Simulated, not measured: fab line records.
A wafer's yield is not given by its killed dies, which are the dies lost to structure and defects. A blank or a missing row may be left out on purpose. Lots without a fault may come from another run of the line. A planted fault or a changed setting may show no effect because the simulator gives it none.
Struck lot and sound lot, side by side	flow sky130	31 out of 708 route steps
Sound: wafers L688.1, L688.2, L688.6. Struck: wafer L695.4. (L695.1, L695.2 of the same lot were not struck and are left out.) The cause comes at the end.
Order at every step that has rows: each side's tool, ch and its chambers, its first start. Under that, the readings that differ: sound wafers	struck wafers	difference of the means	sigmas: that difference in standard deviations of wafers without a fault.
alike: a reading whose means differ by less than 2 such deviations, as well as words and numbers matching on both sides. not compared: withheld readings; readings where some wafer has no value; bounds like >300 that might hide an equal value; numbers whose values overlap and for which the record gives no deviation.
A row with sigmas, a row that says differs or no value, or rows on one side alone: a step with any of these is where the two part. Numbers that don't overlap but have no deviation are shown without sigmas and don't part them. Lack of a reading on every wafer of one side parts them only where that side has two or more wafers.

SKY_LI_CONTACT_OVL_MEAS_13:
  struck on overlay-02, day 32 03:47; sound on overlay-02, day 29 18:20
  alike: LI_CONTACT_OVL
SKY_LI_CONTACT_ETCH_14: etches BARC in N2/H2, stops on SiO2, time 45.9 s, target depth 60 nm.
  sound on rie diel-01 ch 2,3, day 29 18:23; struck on rie diel-04 ch 1, day 32 03:50
  alike: chamber pressure mTorr, drypump motor current A, oes product au, throttle valve pct
  not compared: rf hours counter h
then, 1 step without rows for these wafers: SKY_LI_CONTACT_ETCH_15 (etches PSG in C4F8/O2/Ar, stops on Si, target depth 600 nm).
SKY_LI_CONTACT_STRIP_16: strips in O2/N2.
  sound on plasma asher-02 ch 0,1, day 29 18:31; struck on plasma asher-03 ch 1, day 32 03:58
  alike: chamber pressure mTorr, drypump motor current A, oes product au, strip time to endpoint s
  not compared: rf hours counter h
then, 3 steps without rows for these wafers: SKY_LI_CONTACT_CLEAN_17 (cleans in NMP, time 600 s); SKY_LI_CONTACT_PRE_CLEAN_18 (time 5.6 s); SKY_LI_CONTACT_SPUTTER_19 (material Ti, target thk 20 nm, time 106.37 s).
SKY_LI_CONTACT_SPUTTER_20: material TiN, target thk 20 nm, time 80 s.
  struck on pvd sputter-01, day 32 04:20; sound on pvd sputter-02, day 29 18:53
  alike: chamber pressure pa, throttle valve pct
SKY_LI_CONTACT_CVD_21: deposits W, target thk 400 nm, time 120.56 s.
  sound on cvd w-01 ch 0,1, day 29 18:56; struck on cvd w-01 ch 1, day 32 04:23
  alike: heater power w
SKY_LI_CONTACT_RS_MEAS_22: uses a four-point probe to measure.
  struck on film metro-02, day 32 04:31; sound on film metro-03, day 29 19:04
  alike: LI_CONTACT_W_RS
SKY_LI_CONTACT_THK_MEAS_23: measures by xrf.
  struck on film metro-02, day 32 04:38; sound on film metro-03, day 29 19:11
  alike: LI_CONTACT_W_THK
then, 1 step without rows for these wafers: SKY_LI_CONTACT_CMP_24 (polishes, stops on PSG, t overpolish 20 s, target thk 0 nm).
SKY_LOCAL_INTERCONNECT_SPUTTER_00: material TiN, target thk 100 nm, time 83.3 s.
  struck on pvd sputter-03, day 32 04:59; sound on pvd sputter-03, day 29 19:33
reading	sound	struck	difference	sigmas
model.TiN_of_LOCAL_INTERCONNECT_SPUTTER_00.thk nm (nm)	99.26 101 100.7	43.33	-56.99	
  alike: chamber pressure pa, throttle valve pct
SKY_LOCAL_INTERCONNECT_RS_MEAS_01: uses a four-point probe to measure.
  struck on film metro-01, day 32 05:04; sound on film metro-04, day 29 19:37
reading	sound	struck	difference	sigmas
LOCAL_INTERCONNECT_TIN_RS (ohm/sq)	14.24 14.02 14.04	34.58	+20.48	+99 or more
SKY_LOCAL_INTERCONNECT_THK_MEAS_02: measures by xrf.
  struck on film metro-01, day 32 05:11; sound on film metro-04, day 29 19:44
reading	sound	struck	difference	sigmas
LOCAL_INTERCONNECT_TIN_THK (nm)	98.4 100.5 99.1	43.0	-56.3	-43
then, 8 steps without rows for these wafers: SKY_LOCAL_INTERCONNECT_DEHYDRATE_03 (time 60 s); SKY_LOCAL_INTERCONNECT_HMDS_04 (prime time 60 s); SKY_LOCAL_INTERCONNECT_COAT_05 (resist thk 60 nm); SKY_LOCAL_INTERCONNECT_COAT_06 (resist thk 450 nm); SKY_LOCAL_INTERCONNECT_SOFTBAKE_07 (time 90 s); SKY_LOCAL_INTERCONNECT_EXPOSE_08 (exposes mask LI1M, target cd 170 nm); SKY_LOCAL_INTERCONNECT_PEB_09; SKY_LOCAL_INTERCONNECT_DEVELOP_10 (develop time 60 s).
SKY_LOCAL_INTERCONNECT_CD_MEAS_11: the cd target is 170 nm.
  struck on cd sem-02, day 33 08:29; sound on cd sem-01, day 30 23:34
  alike: cd nm
SKY_LOCAL_INTERCONNECT_OVL_MEAS_12:
  struck on overlay-01, day 33 08:36; sound on overlay-01, day 30 23:41
  alike: LOCAL_INTERCONNECT_OVL
SKY_LOCAL_INTERCONNECT_ETCH_13: etches BARC in N2/H2, stops on SiO2, time 45.9 s, target depth 60 nm.
  sound on rie metal-02 ch 0, day 30 23:44; struck on rie metal-03 ch 1, day 33 08:38
reading	sound	struck	difference	sigmas
drypump motor current A (A)	6.0 6.0 6.0	5.2	-0.8	-2
  alike: chamber pressure mTorr, oes product au, throttle valve pct
  not compared: rf hours counter h
SKY_LOCAL_INTERCONNECT_METAL_ETCH_14: etches TiN in Cl2/BCl3, stops on PSG, target depth 110 nm, time 31.4 s.
  sound on rie metal-02 ch 0, day 30 23:52; struck on rie metal-03 ch 1, day 33 08:42
reading	sound	struck	difference	sigmas
drypump motor current A (A)	6.0 6.0 6.0	5.2	-0.8	-2
mfc cl2 sccm (sccm)	60.02 60.10 60.19	59.52	-0.58	-3
oes product au (a.u.)	0.932 0.945 0.938	0.619	-0.319	-39
throttle valve pct (%)	21.896 21.892 21.891	22.112	+0.219	+24
  alike: bcl3 flow sccm, chamber pressure mTorr
  not compared: rf hours counter h
then, 1 step without rows for these wafers: SKY_LOCAL_INTERCONNECT_STRIP_15 (strips in O2/N2).
SKY_LOCAL_INTERCONNECT_STRIP_16: strips in post etch residue remover, time 1200 s.
  sound on wet bench-01 ch 1, day 31 00:04; struck on wet bench-02 ch 1, day 33 08:51
reading	sound	struck	difference	sigmas
model.TiN_of_LOCAL_INTERCONNECT_SPUTTER_00.thk nm (nm)	98.84 100.6 100.2	42.9	-57.0	
then, 1 step without rows for these wafers: SKY_LOCAL_INTERCONNECT_CLEAN_17 (cleans in IPA, time 180 s).
-- the record jumps here: 15 days lie between the struck wafers' starts before and after (it left off in module LOCAL_INTERCONNECT and takes up again in module PAD_OPEN, whose first step shown is number 708 of the route) --
SKY_PAD_OPEN_PROBE_99:
  struck on prober-02, day 48 02:47; sound on prober-01, day 46 07:53
reading	sound	struck	difference	sigmas
killed_at_M0_to_M3	50 43 51	27	-21	-3
killed at front end	8 11 16	21	+9	+2
killed dies	85 88 96	69	-21	-2
killed open	40 51 51	27	-20	-3
model.etest.res li.line ohm um	75.16 73.58 74.02	170.6	+96.3	
model.etest.res li.rs ohm sq	12.88 12.66 12.74	29.43	+16.67	
model.etest.mcon chain.rc ohm	17.3 16.2 16.89	26.39	+9.59	
  alike: killed_at_M4_up, killed at contacts, killed at other, killed on rim, killed short

## WHERE THEY PART
At SKY_LOCAL_INTERCONNECT_RS_MEAS_01 first; at SKY_PAD_OPEN_PROBE_99 last (within this record only).

WHY: the cause the simulator had injected
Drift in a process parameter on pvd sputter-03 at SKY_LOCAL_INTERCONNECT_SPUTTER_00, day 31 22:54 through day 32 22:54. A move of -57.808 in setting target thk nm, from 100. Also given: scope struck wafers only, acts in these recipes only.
